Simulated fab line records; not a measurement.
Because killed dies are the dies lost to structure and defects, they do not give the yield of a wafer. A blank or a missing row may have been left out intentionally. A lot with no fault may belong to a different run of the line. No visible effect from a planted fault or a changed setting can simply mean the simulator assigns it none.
8D (eight disciplines) problem report, filled in by code | flow sfq line | the parts of the form that need people (team, actions taken, sign-off) are left out

1. WHAT WENT WRONG
cathode dc power W at SFQ_TRILAYER_R5_DEP_SPUTTER_133 reads a mean of 1039.0 W on 1 wafer of 1 lot; wafers without a fault read 1000.0 W with a standard deviation of 0.17. So: +99 or more standard deviations from the usual mean.
The step: material MoNx, target thk 40 nm, time 66.7 s.
Earliest sighting: wafer L418.1 on pvd sputter-06 at day 59 22:40. Wafers with a number at this step in the record: 39, from 13 lots. Rule for "out", or "out of limits": more than 4 standard deviations from the usual mean. All remaining wafers that have a number are taken as sound.

2. WHAT IT IS; WHAT IT IS NOT
question                    | is                 | is not
which readings at this step | cathode dc power W | throttle valve pct
which lots                  | L418               | L406, L407, L408, L410, L411, L413, L415, L416, L417, L420, L424, L428
which wafers of those lots  | L418.1             | L418.4, L418.6
read on which tools         | pvd sputter-06     | pvd sputter-04, pvd sputter-05
when                        | from day 59 22:40  | up to then (29 sound wafers); but 9 sound wafers of L420, L424, L428 came after

3. SUSPECTS, AND WHAT RULES EACH OUT
Counting: if a tool at a process step up to the reading ran every lot that is out, it stays a suspect. Sound lots after the first of them don't rule it out here, since some wafers of a struck lot are sound.
- cd sem-01 at SFQ_TRILAYER_JJ_CE_METRO_MEASURE_117: kept. It ran the lot that is out, L418 (day 54 12:49); its last sound lot up to then is L416 (day 54 01:26).
- pvd sputter-06 at SFQ_TRILAYER_R5_DEP_SPUTTER_133 (material MoNx, target thk 40 nm, time 66.7 s): kept. It ran the lot that is out, L418 (day 59 22:40); its last sound lot up to then is L416 (day 59 11:55). Its own cathode dc power W readings are out on those wafers.
What counting leaves: cd sem-01 at SFQ_TRILAYER_JJ_CE_METRO_MEASURE_117 and pvd sputter-06 at SFQ_TRILAYER_R5_DEP_SPUTTER_133.

4. THE CAUSE (what the simulator had put in)
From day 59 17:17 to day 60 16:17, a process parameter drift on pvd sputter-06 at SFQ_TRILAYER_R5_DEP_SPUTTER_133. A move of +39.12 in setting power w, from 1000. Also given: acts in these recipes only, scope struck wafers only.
2 suspects survive the count, and this tool is in that group.

5. THE CHAIN OF EFFECTS, in route order
One row per reading whose mean, taken over the struck wafers that have a number, lies over 3 standard deviations from the usual. Scope: only readings with a usual standard deviation given in the record; hours: median across lots of the time from each lot's start at the first step in this table that gives one to its start at this step; sigmas: change in usual standard deviations.
hours | step                            | reading            | usual    | on struck wafers | change | sigmas
0     | SFQ_TRILAYER_R5_DEP_SPUTTER_133 | cathode dc power W | 1000.0 W | 1039.0           | +39.0  | +99 or more
Its process steps:
- SFQ_TRILAYER_R5_DEP_SPUTTER_133: material MoNx, target thk 40 nm, time 66.7 s.

6. WHAT WOULD HAVE CAUGHT IT SOONER
First out-of-limits reading in this record: day 59 22:40, which is 5 hours after fault onset at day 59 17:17.
